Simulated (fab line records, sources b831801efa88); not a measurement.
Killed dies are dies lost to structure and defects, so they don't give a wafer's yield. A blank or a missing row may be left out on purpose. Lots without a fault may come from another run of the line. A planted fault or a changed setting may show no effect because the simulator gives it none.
Problem report in the 8D (eight disciplines) form, filled by code | flow sky130 | the parts of the form that need people (team, actions taken, sign-off) are left out

1. THE PROBLEM
dose_ions_cm2 at SKY_NWELL_IMPLANT_24 reads a mean of 9.533e+12 on 6 wafers of 2 lots; wafers without a fault read 9.201e+12 with a standard deviation of 1e+10. That is +33 standard deviations from the usual mean.
First seen on wafer L895.1, day 6 08:07, on implanter-03. The record holds 18 wafers of 6 lots with a number at this step. Rule for "out", or "out of limits": more than 4 standard deviations from the usual mean. The other wafers with a number count as sound.

2. WHAT IT IS AND WHAT IT IS NOT
question                    | is                     | is not
which readings at this step | dose_ions_cm2          | -
which lots                  | L895, L896             | L905, L906, L908, L911
which wafers of those lots  | all that have a number | -
read on which tools         | implanter-03           | implanter-02, implanter-04
when                        | from day 6 08:07       | up to then (0 sound wafers); but 12 sound wafers of L905, L906, L908, L911 came after

3. SUSPECTS, AND WHAT RULES EACH OUT
Counting: a tool at a process step up to the reading stays a suspect if it ran every lot that is out and no sound lot after the first of them.
- plasma_asher-03 at SKY_NWELL_STRIP_14 (strips in O2/N2): ruled out as a lasting fault. Sound lots L906 ran on it after its first lot that is out, L895 (day 5 13:19).
- implanter-03 at SKY_NWELL_IMPLANT_24: ruled out as a lasting fault. Sound lots L911 ran on it after its first lot that is out, L895 (day 6 08:07).
Left after counting: nothing in the record.

4. THE CAUSE (what the simulator had put in)
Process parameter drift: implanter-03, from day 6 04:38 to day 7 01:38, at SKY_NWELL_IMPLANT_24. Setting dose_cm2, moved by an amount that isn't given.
Counting ruled it out, wrongly.

5. THE CHAIN OF EFFECTS, in route order
Each row: a reading whose mean over the struck wafers that have a number lies more than 3 standard deviations from the usual. Only readings for which the record gives a usual standard deviation are gone through. hours: the time from each lot's start at the first step in this table that gives one to its start at this step, as a median over the lots. sigmas: the change in usual standard deviations.
hours | step                 | reading       | usual     | on struck wafers | change     | sigmas
0     | SKY_NWELL_IMPLANT_24 | dose_ions_cm2 | 9.201e+12 | 9.533e+12        | +3.317e+11 | +33
The process steps in it:
- SKY_NWELL_IMPLANT_24

6. WHAT WOULD HAVE CAUGHT IT SOONER
In this record the first reading out of limits was taken at day 6 08:07, 3 hours after the fault began at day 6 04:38.
